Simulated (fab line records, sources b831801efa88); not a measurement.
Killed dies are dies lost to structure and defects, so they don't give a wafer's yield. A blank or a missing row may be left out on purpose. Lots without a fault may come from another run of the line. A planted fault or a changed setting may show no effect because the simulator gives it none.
One fault seen from 2 desks | flow sky130 | each desk has only its own numbers; what lay behind them comes last

THE TOOL OWNER'S DESK: implanter-01
The tool's own readings at SKY_VT_ADJUST_NCORE_IMPLANT_09: means of the sampled wafers that have a number, for each lot that ran on this tool. A lot is out of limits, marked OUT, if its mean lies more than 4 standard deviations from the usual mean; the brackets give that distance.
Columns: A = dose_ions_cm2 at SKY_VT_ADJUST_NCORE_IMPLANT_09, usual 2.4006e+12; B = faraday_current_uA at SKY_VT_ADJUST_NCORE_IMPLANT_09, usual 13.54
lot  | first seen here | A                    | B
L148 | day 9 18:10     | 2.4012e+12           | 13.54
L149 | day 10 04:09    | 2.4030e+12           | 13.28
L151 | day 10 15:20    | 2.5917e+12 (+74) OUT | 14.71 (+4.7) OUT
L153 | day 11 07:59    | 2.5923e+12 (+74) OUT | 14.60 (+4.2) OUT
L166 | day 15 12:01    | 2.3991e+12           | 13.38
This desk's finding: out of limits on L151, L153; first on L151, day 10 15:20 (dose_ions_cm2 at SKY_VT_ADJUST_NCORE_IMPLANT_09). In limits: L148, L149, L166.

THE METROLOGY DESK
What the gauges read, lot by lot, whatever tool the lot ran on: means of the sampled wafers that have a number. A lot is out of limits, marked OUT, if its mean lies more than 4 standard deviations from the usual mean; the brackets give that distance.
Columns: A = VT_ADJUST_NCORE_TW at SKY_VT_ADJUST_NCORE_TW_MEAS_11, usual 219.2; B = cd_nm at SKY_VT_ADJUST_HVTR_CD_MEAS_07, usual 381 nm
lot  | first seen here | A     | B
L143 | day 8 12:17     | 221.0 | 379
L144 | day 8 20:29     | 220.2 | 383
L146 | day 9 11:28     | 222.4 | 377
L147 | day 9 14:18     | 217.0 | 377
L148 | day 9 18:24     | 219.7 | 384
L149 | day 10 04:23    | 215.8 | 376
L151 | day 10 15:37    | 223.2 | 381
L153 | day 11 08:14    | 225.7 | 384
L162 | day 13 23:24    | 215.5 | 382
L163 | day 14 04:41    | 221.8 | 385
L164 | day 15 00:37    | 219.0 | 385
L166 | day 15 12:16    | 222.0 | 383
This desk's finding: nothing out of limits on any of the 12 lots.

PUT TOGETHER
The tool owner's desk could have raised an alarm at day 10 15:20, on L151, L153.
The metrology desk saw nothing out of limits.
The metrology desk has L151, L153 on record, within its limits.
Of the lots named, all ran SKY_VT_ADJUST_NCORE_IMPLANT_09 on implanter-01.

WHAT THE SIMULATOR HAD PUT IN
Process parameter drift: implanter-01, from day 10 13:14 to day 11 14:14, at SKY_VT_ADJUST_NCORE_IMPLANT_09. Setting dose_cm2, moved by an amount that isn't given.
Lots struck among those shown: L151, L153.
Hours from the fault's start to each desk's first reading out of limits: the tool owner's desk, 2.
